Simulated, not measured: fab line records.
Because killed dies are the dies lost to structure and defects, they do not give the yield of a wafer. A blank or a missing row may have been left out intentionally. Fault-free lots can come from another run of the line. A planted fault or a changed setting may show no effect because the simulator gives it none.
Chamber matching ; flow sky130 ; cmp-01 running SKY_VIA2_CMP_02: 4 sister chambers
The step polishes SiO2. 8 wafers are shown with their chamber, then 7 later ones without.

## WAFERS PAIRED WITH THEIR CHAMBERS
wafer;chamber;motor_current_A (A)
L770.1;3;13.8
L777.3;2;10.4
L777.4;3;13.5
L778.2;0;13.2
L778.3;1;9.8
L778.4;2;11.3
L779.4;1;10.6
L779.5;0;13.5

## WAFERS MISSING THEIR CHAMBER
wafer;motor_current_A (A)
L779.6;13.4
L787.2;13.4
L787.3;13.4
L787.6;14.1
L788.3;10.6
L788.4;13.9
L788.6;10.8

## EACH ONE'S CHAMBER
wafer;from the rows above;in truth
L779.6;can't be placed: 0 or 3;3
L787.2;can't be placed: 0 or 3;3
L787.3;can't be placed: 0 or 3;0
L787.6;can't be placed: 3 or 0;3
L788.3;can't be placed: 2 or 1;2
L788.4;can't be placed: 3 or 0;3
L788.6;can't be placed: 2 or 1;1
Correctly placed: 0 of 7. Cannot be placed on the basis of these rows: 7; the candidates contain the true chamber in 7. Wrongly placed: 0.
How it was worked out, from the rows above alone: a wafer's distance from a chamber is the root of the sum, over the readings, of the square of ((its reading less the chamber's mean) divided by the reading's scatter). The wafer belongs to the nearest chamber; if the next one is less than 2 further off, it can't be placed. Each chamber's mean is taken over the wafers shown for it. The scatter: take each reading less its chamber's mean, square it, sum over the shown wafers, divide by the number of wafers less the number of chambers, and take the root.
